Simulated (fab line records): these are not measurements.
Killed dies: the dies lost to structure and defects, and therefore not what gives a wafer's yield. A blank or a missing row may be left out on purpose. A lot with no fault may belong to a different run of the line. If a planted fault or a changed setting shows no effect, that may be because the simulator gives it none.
Split-lot experiment    flow gf180mcu    23 wafers read across 5 lots, on a route 602 steps long

ABOUT THE SPLIT
At GF_M2_COAT_09 (resist thk 1000 nm), the setting resist-thk-nm was moved away from the recipe's 1000 nm on 10 of the 23 wafers read, by -4.0% to +4.2%. The other wafers ran this setting at the recipe's value.

FROM THE SPLIT TO THE READING: what the file shows between them, 4 steps
- GF_M2_PEB_12: peb time 90 s (also split here: peb-temp-c)
- GF_M2_DEVELOP_13: develop time 60 s
- GF_M2_CD_MEAS_14: target cd 280 nm
- GF_M2_METAL_ETCH_16: etches the open film in Cl2/BCl3, stops on SiO2, target depth 627.5 nm, time 104.6 s

THE READING
oes-product-au, in a.u., at GF_M2_STRIP_17 (strips in O2/N2). A value of 0.558 a.u. with a standard deviation of 0.0046 a.u. is what fault-free wafers of this fab line usually give.

wafer   tool, chamber at the split  resist-thk-nm as run, nm  against the recipe  oes-product-au, a.u.  against lot-mates on the recipe
L074.1  litho-track-02, 0           1000                      recipe              0.553                 -
L074.2  litho-track-02, 0           1000                      recipe              0.557                 -
L074.3  litho-track-02, 0           1042                      +4.2%               0.579                 +0.023
L074.5  litho-track-02, 0           1000                      recipe              0.559                 -
L074.6  litho-track-02, 0           1042                      +4.2%               0.569                 +0.013
L075.1  litho-track-02, 0           1000                      recipe              0.548                 -
L075.2  litho-track-02, 0           960.3                     -4.0%               0.531                 -0.024
L075.3  litho-track-02, 0           1000                      recipe              0.562                 -
L075.5  litho-track-02, 0           960.3                     -4.0%               0.540                 -0.015
L075.6  litho-track-02, 0           960.3                     -4.0%               0.543                 -0.012
L076.1  litho-track-03, 0           1019                      +1.9%               0.568                 +0.008
L076.3  litho-track-03, 0           1000                      recipe              0.565                 -
L076.4  litho-track-03, 0           1000                      recipe              0.557                 -
L076.5  litho-track-03, 0           1000                      recipe              0.557                 -
L076.6  litho-track-03, 0           1019                      +1.9%               0.564                 +0.004
L081.1  litho-track-02, 0           971.4                     -2.9%               0.543                 -0.015
L081.2  litho-track-02, 0           1000                      recipe              0.556                 -
L081.3  litho-track-02, 0           1000                      recipe              0.560                 -
L081.4  litho-track-02, 0           971.4                     -2.9%               0.540                 -0.018
L081.6  litho-track-02, 0           971.4                     -2.9%               0.539                 -0.019
L084.1  litho-track-01, 0           1000                      recipe              0.558                 -
L084.3  litho-track-01, 0           1000                      recipe              0.554                 -
L084.4  litho-track-01, 0           1000                      recipe              0.561                 -

THE FIT
A straight line over all 23 wafers: oes-product-au changes by +0.00473 a.u. for each +1% of resist-thk-nm; r = +0.93; the points scatter about the line by 0.0044 a.u.
The same after taking each lot's own level away (the mean of its wafers on the recipe; 23 wafers): +0.00453 a.u. for each +1%; r = +0.92; scatter 0.0044 a.u.
According to that fit, moving resist-thk-nm by its largest amount changes the reading by 0.019 a.u.
Across the lots, their own levels run from 0.5550 to 0.5597 a.u., a range of 1.0 times the standard deviation given above.
The two slopes agree, so the slope changes little with the lot-to-lot level.
Check: with one of the wafers moved furthest among these (+4.2%) left out of the fit, the line predicts +0.0169 a.u. for it against its lot-mates. It came out at +0.0227 a.u. against them.

OTHER SPLITS ON THESE WAFERS
Before the reading, these wafers also passed through other splits. Each is held against what the fit with the lots' levels taken away leaves over:
other split on the same wafers  wafers away from the commonest value  r with oes-product-au (lot level and that fit taken away)
GF_M2_PEB_12 peb-temp-c         5                                     +0.24

THE WHOLE CHAIN: every reading that the file lists as answering this split, in the file's order
step            what it does        reading                                                                    change (the file's fit)                    r (the file's)
GF_M2_COAT_09   resist thk 1000 nm  KrF_of_M2_COAT_09.thk-nm (the simulator's own value, which no gauge read)  +9.86 nm for each +1% of the setting       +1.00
GF_M2_STRIP_17  strips in O2/N2     oes-product-au                                                             +0.00449 a.u. for each +1% of the setting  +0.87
GF_M2_STRIP_17  strips in O2/N2     strip-time-to-endpoint-s                                                   withheld for each +1% of the setting       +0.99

FILE'S OWN FIT
oes-product-au changes by +0.00449 a.u. for each +1% of resist-thk-nm, r = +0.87.
